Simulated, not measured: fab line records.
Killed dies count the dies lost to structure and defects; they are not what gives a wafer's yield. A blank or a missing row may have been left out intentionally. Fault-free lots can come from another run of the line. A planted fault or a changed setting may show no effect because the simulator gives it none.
Chamber matching / flow gf180mcu / 3 sister chambers for GF_PASSIVATION_CVD_00 on pecvd-04
The step deposits SiO2 from TEOS, target thk 1000 nm, time 111.95 s. 14 wafers are shown with their chamber, then 7 later ones without.

== WAFERS WITH THEIR CHAMBER ==
wafer=L074.3; chamber=1; heater power w (W)=731; susceptor temp C (C)=399.76
wafer=L074.5; chamber=0; heater power w (W)=614; susceptor temp C (C)=400.16
wafer=L074.6; chamber=1; heater power w (W)=780; susceptor temp C (C)=399.78
wafer=L078.3; chamber=2; heater power w (W)=736; susceptor temp C (C)=399.80
wafer=L078.4; chamber=2; heater power w (W)=794; susceptor temp C (C)=400.06
wafer=L078.6; chamber=0; heater power w (W)=744; susceptor temp C (C)=400.24
wafer=L082.3; chamber=0; heater power w (W)=743; susceptor temp C (C)=399.87
wafer=L082.4; chamber=0; heater power w (W)=607; susceptor temp C (C)=399.89
wafer=L082.6; chamber=1; heater power w (W)=672; susceptor temp C (C)=399.79
wafer=L090.1; chamber=1; heater power w (W)=834; susceptor temp C (C)=400.18
wafer=L090.4; chamber=0; heater power w (W)=776; susceptor temp C (C)=399.87
wafer=L090.5; chamber=1; heater power w (W)=699; susceptor temp C (C)=400.05
wafer=L091.1; chamber=2; heater power w (W)=720; susceptor temp C (C)=399.71
wafer=L091.2; chamber=1; heater power w (W)=746; susceptor temp C (C)=399.53

SIGNATURES (means of the wafers above)
reading=heater power w; chamber 0=696.80; chamber 1=743.67; chamber 2=750.00; scatter within a chamber=64.2
reading=susceptor temp C; chamber 0=400.0060; chamber 1=399.8483; chamber 2=399.8567; scatter within a chamber=0.205
Rule: a wafer lies at a distance from a chamber equal to the root of the sum of squares, over the readings, of (its reading less the chamber's mean, divided by the reading's scatter). If the next closest chamber is less than 2 further off than the closest, the wafer can't be placed; otherwise it belongs to the closest. The scatter is the square root of a quotient: the sum, over the shown wafers, of each reading's squared deviation from its chamber's mean, divided by wafers minus chambers.

== WAFERS WITHOUT THEIR CHAMBER ==
wafer=L091.5; heater power w (W)=776; susceptor temp C (C)=399.89
wafer=L092.2; heater power w (W)=654; susceptor temp C (C)=399.69
wafer=L092.4; heater power w (W)=715; susceptor temp C (C)=399.69
wafer=L092.5; heater power w (W)=779; susceptor temp C (C)=400.19
wafer=L093.2; heater power w (W)=675; susceptor temp C (C)=400.22
wafer=L093.3; heater power w (W)=787; susceptor temp C (C)=400.04
wafer=L093.6; heater power w (W)=712; susceptor temp C (C)=399.96

== CHAMBER TAKEN BY EACH ==
wafer=L091.5; from the rows above=can't be placed: 2 or 1 or 0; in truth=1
wafer=L092.2; from the rows above=can't be placed: 1 or 0 or 2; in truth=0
wafer=L092.4; from the rows above=can't be placed: 1 or 2 or 0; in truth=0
wafer=L092.5; from the rows above=can't be placed: 0 or 2 or 1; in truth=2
wafer=L093.2; from the rows above=can't be placed: 0 or 1 or 2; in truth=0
wafer=L093.3; from the rows above=can't be placed: 2 or 1 or 0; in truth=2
wafer=L093.6; from the rows above=can't be placed: 0 or 1 or 2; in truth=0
Correctly placed: 0 of 7. Can't be placed from these rows: 7 (the true chamber is among the candidates in 7). Wrongly placed: 0.
